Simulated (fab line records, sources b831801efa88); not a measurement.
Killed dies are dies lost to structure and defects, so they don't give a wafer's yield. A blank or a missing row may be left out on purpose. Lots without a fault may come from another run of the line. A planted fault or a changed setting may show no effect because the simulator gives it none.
A struck lot beside a sound one | flow gf180mcu | 16 steps out of a route of 602
Sound: wafers L790.1, L790.2, L790.5. Struck: wafers L788.2, L788.3, L788.6. The cause comes at the end.
At each step with rows: each side's tool, then ch and its chambers, then its first start. Under that, the readings that differ: sound wafers | struck wafers | difference of the means | sigmas: that difference in standard deviations of wafers without a fault.
alike: readings whose means differ by less than 2 such deviations, and words and numbers that are the same on both sides. not compared: withheld readings, readings that some wafer has no value for, bounds like >300 that may hide the same value, and numbers for which the record gives no deviation and whose values overlap.
The two part at a step that has a row with sigmas, a row that says differs or no value, or rows on one side only. Numbers that don't overlap but have no deviation are shown without sigmas and don't part them. A reading that every wafer of one side lacks parts them only if that side has two wafers or more.

first, 3 steps without rows for these wafers: GF_V1_EXPOSE_11 (exposes mask Via1, target cd 260 nm); GF_V1_PEB_12 (peb time 90 s); GF_V1_DEVELOP_13 (develop time 60 s).
GF_V1_CD_MEAS_14: target cd 260 nm.
  sound on cd_sem-01, day 24 08:55; struck on cd_sem-01, day 23 15:23
  alike: cd_nm
GF_V1_OVL_MEAS_15:
  sound on overlay-02, day 24 09:02; struck on overlay-01, day 23 15:30
  alike: V1_OVL
GF_V1_ETCH_16: etches BARC in N2/H2.
  sound on rie_diel-02 ch 0,1,2, day 24 09:04; struck on rie_diel-04 ch 0,1, day 23 15:32
  reading               | sound             | struck            | difference | sigmas
  oes_product_au (a.u.) | 0.856 0.860 0.858 | 0.847 0.846 0.849 | -0.011     | -2
  alike: drypump_motor_current_A, throttle_valve_pct
GF_V1_ETCH_17: etches SiO2 in C4F8/O2/Ar, stops on TiN, target depth 630 nm.
  sound on rie_diel-02 ch 0,1,2; struck on rie_diel-04 ch 0,1
  alike: oes_product_au
GF_V1_STRIP_18: strips in O2/N2.
  sound on plasma_asher-01 ch 0,1, day 24 09:11; struck on plasma_asher-02 ch 0, day 23 15:40
  alike: drypump_motor_current_A, heater_power_w, oes_product_au
  not compared: rf_hours_counter_h
then, 2 steps without rows for these wafers: GF_V1_STRIP_19 (strips in post etch residue remover, time 1200 s); GF_V1_CLEAN_20 (cleans in DIW).
GF_V1_SPUTTER_21: material Ti, target thk 15 nm, time 80.02 s.
  sound on pvd_sputter-03, day 24 09:44; struck on pvd_sputter-03, day 23 17:25
  reading              | sound                | struck               | difference | sigmas
  substrate_temp_c (C) | 199.98 200.31 200.24 | 199.78 199.51 200.07 | -0.39      | -2
  alike: cathode_dc_power_W, throttle_valve_pct
GF_V1_SPUTTER_22: material TiN, target thk 10 nm, time 40 s.
  sound on pvd_sputter-03, day 24 09:47; struck on pvd_sputter-03, day 23 17:28
  alike: cathode_dc_power_W, throttle_valve_pct
GF_V1_CVD_23: deposits W, target thk 350 nm, time 105.05 s.
  sound on cvd_w-02 ch 0,1, day 24 09:50; struck on cvd_w-02 ch 0, day 23 17:33
  no value came back on the struck wafers for chamber_pressure_Torr (Torr), heater_power_outer_w (W), heater_power_w (W), time_s (s); on the sound wafers chamber_pressure_Torr (Torr) reads 40.12 39.79 40.07
  not compared: since_wet_clean_h
GF_V1_RS_MEAS_24: measures by four-point-probe.
  sound on film_metro-04, day 24 09:56; struck on film_metro-04, day 23 17:45
  reading          | sound             | struck               | difference | sigmas
  V1_W_RS (ohm/sq) | 0.326 0.323 0.325 | 43.402 43.471 43.648 | +43.182    | +99 or more
GF_V1_THK_MEAS_25: measures by xrf.
  sound on film_metro-04, day 24 10:04; struck on film_metro-04, day 23 17:52
  not compared: V1_W_THK
GF_V1_CMP_26: polishes, stops on SiO2, t overpolish 15 s, target thk 0 nm.
  sound on cmp-02 ch 2,3, day 24 10:07; struck on cmp-01 ch 2,3, day 23 17:55
  reading                | sound    | struck | difference | sigmas
  time_to_endpoint_s (s) | 89 89 92 | 0 0 1  | -90        | -30
  alike: motor_current_A

WHERE THEY PART
First at GF_V1_ETCH_16; last, within this record, at GF_V1_CMP_26.

WHY: what the simulator had put in
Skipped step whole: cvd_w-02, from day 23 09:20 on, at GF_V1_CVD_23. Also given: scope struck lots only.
